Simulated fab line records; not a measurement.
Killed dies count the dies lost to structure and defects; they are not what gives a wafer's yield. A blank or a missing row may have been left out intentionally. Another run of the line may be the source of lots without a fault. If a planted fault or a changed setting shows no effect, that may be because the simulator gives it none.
Chamber matching / flow sky130 / rieDiel-01 running SKY_VIA2_ETCH_15: 4 sister chambers
The step etches SiO2 in C4F8/O2/Ar, stops on TiN, target depth 546 nm, time 84 s. 8 wafers are shown with their chamber, then 7 later ones without.

WAFERS WITH THEIR CHAMBER
wafer=L216.2; chamber=1; oesProductAu (a.u.)=0.935
wafer=L220.5; chamber=0; oesProductAu (a.u.)=0.944
wafer=L226.3; chamber=0; oesProductAu (a.u.)=0.940
wafer=L226.4; chamber=3; oesProductAu (a.u.)=0.938
wafer=L225.5; chamber=3; oesProductAu (a.u.)=0.942
wafer=L225.6; chamber=2; oesProductAu (a.u.)=0.945
wafer=L227.3; chamber=2; oesProductAu (a.u.)=0.948
wafer=L227.4; chamber=1; oesProductAu (a.u.)=0.947

WAFERS WHOSE CHAMBER IS MISSING
wafer=L227.5; oesProductAu (a.u.)=0.940
wafer=L232.1; oesProductAu (a.u.)=0.936
wafer=L232.2; oesProductAu (a.u.)=0.945
wafer=L232.4; oesProductAu (a.u.)=0.933
wafer=L234.3; oesProductAu (a.u.)=0.950
wafer=L234.4; oesProductAu (a.u.)=0.939
wafer=L234.5; oesProductAu (a.u.)=0.938

WHICH CHAMBER EACH ONE RAN IN
wafer=L227.5; from the rows above=can't be placed: 3 or 1 or 0 or 2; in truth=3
wafer=L232.1; from the rows above=can't be placed: 3 or 1 or 0 or 2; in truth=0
wafer=L232.2; from the rows above=can't be placed: 2 or 0 or 1 or 3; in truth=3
wafer=L232.4; from the rows above=can't be placed: 3 or 1 or 0 or 2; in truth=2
wafer=L234.3; from the rows above=can't be placed: 2 or 0 or 1 or 3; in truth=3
wafer=L234.4; from the rows above=can't be placed: 3 or 1 or 0 or 2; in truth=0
wafer=L234.5; from the rows above=can't be placed: 3 or 1 or 0 or 2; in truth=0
Correctly placed: 0 of 7. Unplaceable from these rows: 7, with the true chamber sitting among the candidates in 7. 0 placed wrongly.
How it was worked out, from the rows above alone: a wafer's distance from a chamber is the root of the sum, over the readings, of the square of ((its reading less the chamber's mean) divided by the reading's scatter). The wafer belongs to the nearest chamber; if the next one is less than 2 further off, it can't be placed. The mean given for a chamber averages the wafers shown for that chamber. The scatter: the root of (the sum of the squares of (reading less its chamber's mean) over the shown wafers, divided by (wafers less chambers)).
